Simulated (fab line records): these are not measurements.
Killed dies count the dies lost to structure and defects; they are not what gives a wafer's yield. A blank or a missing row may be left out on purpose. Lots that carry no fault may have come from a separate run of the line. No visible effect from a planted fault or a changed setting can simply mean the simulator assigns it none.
Comparing a struck lot with a sound one / flow sky130 / 42 steps out of a route of 708
Sound: wafers L386.4, L386.5, L386.6. Wafers L397.2, L397.3, L397.4 were the ones struck. Last of all comes the cause.
Each step with rows lists, per side, the tool, then ch with its chambers, then its first start. Under that, the readings that differ: sound wafers / struck wafers / difference of the means / sigmas: that difference in standard deviations of wafers without a fault.
alike: words and numbers the same on both sides, and readings whose means are apart by under 2 such deviations; not compared: readings that were withheld, readings missing a value for some wafer, numbers with overlapping values and no deviation given by the record, and bounds like >300 which may hide the same value.
Wherever a step has rows on one side only, a row that says differs or no value, or a row with sigmas, the two part there. Numbers that have no deviation but don't overlap get no sigmas and don't part them. A reading missing from all wafers of one side parts the sides only when that side holds two or more wafers.

first, 1 step without rows for these wafers: SKY_NWELL_IMPLANT_13.
SKY_NWELL_STRIP_14: strips in O2/N2.
  sound on plasma_asher-03 ch 0,1, day 5 15:19; struck on plasma_asher-03 ch 0,1, day 8 06:34
  alike: drypump_motor_current_A, o2_flow_sccm, oes_product_au, strip_time_to_endpoint_s
  not compared: rf_hours_counter_h
SKY_NWELL_TW_MEAS_15:
  struck on film_metro-04, day 8 06:41; sound on film_metro-04, day 5 15:25
  alike: NWELL_TW
then, 7 steps without rows for these wafers: SKY_NWELL_DEHYDRATE_16 (time 60 s); SKY_NWELL_HMDS_17 (prime time 60 s); SKY_NWELL_COAT_18 (resist thk 3000 nm); SKY_NWELL_SOFTBAKE_19; SKY_NWELL_EXPOSE_20 (exposes mask NWM COMPLEMENT, target cd 840 nm); SKY_NWELL_PEB_21; SKY_NWELL_DEVELOP_22 (develop time 60 s).
SKY_NWELL_OVL_MEAS_23:
  struck on overlay-02, day 9 02:45; sound on overlay-01, day 6 09:54
  alike: NWELL_01_OVL
following that, these wafers have no rows for 1 step: SKY_NWELL_IMPLANT_24.
SKY_NWELL_STRIP_25: strips in O2/N2.
  sound on plasma_asher-01 ch 0,1, day 6 10:06; struck on plasma_asher-01 ch 0,1, day 9 02:56
  alike: drypump_motor_current_A, o2_flow_sccm, oes_product_au, strip_time_to_endpoint_s
  not compared: rf_hours_counter_h
SKY_NWELL_TW_MEAS_26:
  struck on film_metro-03, day 9 03:02; sound on film_metro-02, day 6 10:12
  alike: NWELL_2_TW
then, 1 step without rows for these wafers: SKY_NWELL_CLEAN_27 (cleans in SC1/SC2, time 157.2 s).
SKY_NWELL_RTA_28: time 30 s.
  sound on rtp_anneal-01 ch 0, day 6 10:20; struck on rtp_anneal-01 ch 0, day 9 03:10
  alike: anneal_temp_c_max, lamp_power_pct, ramp_up_c_per_s, wafer_temp_C_max
SKY_NWELL_RS_MEAS_29: measures by four-point-probe.
  struck on film_metro-04, day 9 03:16; sound on film_metro-04, day 6 10:26
  alike: NWELL_RS
SKY_NWELL_RS_MEAS_31: measures by four-point-probe.
  struck on film_metro-04, day 9 03:31; sound on film_metro-04, day 6 10:41
  alike: PWDE_RS
then, 7 steps without rows for these wafers: SKY_VT_ADJUST_HVTP_DEHYDRATE_00 (time 60 s); SKY_VT_ADJUST_HVTP_HMDS_01 (prime time 60 s); SKY_VT_ADJUST_HVTP_COAT_02 (resist thk 1140 nm); SKY_VT_ADJUST_HVTP_SOFTBAKE_03 (time 60 s); SKY_VT_ADJUST_HVTP_EXPOSE_04 (exposes mask HVTPM, target cd 380 nm); SKY_VT_ADJUST_HVTP_PEB_05; SKY_VT_ADJUST_HVTP_DEVELOP_06 (develop time 60 s).
SKY_VT_ADJUST_HVTP_CD_MEAS_07 targets a cd of 380 nm.
  struck on cd_sem-01, day 10 01:46; sound on cd_sem-02, day 7 05:16
  alike: cd_nm
SKY_VT_ADJUST_HVTP_OVL_MEAS_08:
  struck on overlay-02, day 10 01:52; sound on overlay-02, day 7 05:20
  alike: VT_ADJUST_HVTP_OVL
following that, these wafers have no rows for 1 step: SKY_VT_ADJUST_HVTP_IMPLANT_09.
SKY_VT_ADJUST_HVTP_STRIP_10: strips in O2/N2.
  sound on plasma_asher-02 ch 0,1, day 7 05:32; struck on plasma_asher-02 ch 0,1, day 10 02:03
  alike: drypump_motor_current_A, o2_flow_sccm, oes_product_au, strip_time_to_endpoint_s
  not compared: rf_hours_counter_h
SKY_VT_ADJUST_HVTP_TW_MEAS_11:
  struck on film_metro-03, day 10 02:10; sound on film_metro-02, day 7 05:38
  alike: VT_ADJUST_HVTP_TW
then, 7 steps without rows for these wafers: SKY_VT_ADJUST_LVTN_DEHYDRATE_00 (time 60 s); SKY_VT_ADJUST_LVTN_HMDS_01 (prime time 60 s); SKY_VT_ADJUST_LVTN_COAT_02 (resist thk 3000 nm); SKY_VT_ADJUST_LVTN_SOFTBAKE_03; SKY_VT_ADJUST_LVTN_EXPOSE_04 (exposes mask NWM COMPLEMENT LESS NATIVE, target cd 840 nm); SKY_VT_ADJUST_LVTN_PEB_05; SKY_VT_ADJUST_LVTN_DEVELOP_06 (develop time 60 s).
SKY_VT_ADJUST_LVTN_OVL_MEAS_07:
  struck on overlay-02, day 11 00:13; sound on overlay-01, day 8 02:09
  alike: VT_ADJUST_LVTN_OVL
following that, these wafers have no rows for 1 step: SKY_VT_ADJUST_LVTN_IMPLANT_08.
SKY_VT_ADJUST_LVTN_STRIP_09: strips in O2/N2.
  sound on plasma_asher-02 ch 0,1, day 8 02:21; struck on plasma_asher-03 ch 0,1, day 11 00:24
  alike: drypump_motor_current_A, o2_flow_sccm, oes_product_au, strip_time_to_endpoint_s
  not compared: rf_hours_counter_h
SKY_VT_ADJUST_LVTN_TW_MEAS_10:
  struck on film_metro-01, day 11 00:31; sound on film_metro-04, day 8 02:27
  alike: VT_ADJUST_LVTN_TW
-- a jump in the record: the struck wafers' starts before and after are 38 days apart (it breaks off in module VT_ADJUST_LVTN and resumes in module PAD_OPEN, where the first step shown is number 708 of the route) --
SKY_PAD_OPEN_PROBE_99:
  struck on prober-01, day 49 06:41; sound on prober-02, day 46 20:06
reading=hold; sound=- - -; struck=await_dispo/5.7h/release await_dispo/5.7h/release await_dispo/5.7h/release; difference=no value on the sound wafers; sigmas=
reading=killed_at_front_end; sound=15 22 18; struck=86 80 42; difference=+51; sigmas=+11
reading=killed_dies; sound=91 96 81; struck=152 152 113; difference=+50; sigmas=+6
  alike: killed_at_M0_to_M3, killed_at_M4_up, killed_at_contacts, killed_at_other, killed_on_rim, killed_open, killed_short

== WHERE THEY PART ==
At SKY_PAD_OPEN_PROBE_99 and nowhere else, as far as this record goes.

WHY: what had been put in by the simulator
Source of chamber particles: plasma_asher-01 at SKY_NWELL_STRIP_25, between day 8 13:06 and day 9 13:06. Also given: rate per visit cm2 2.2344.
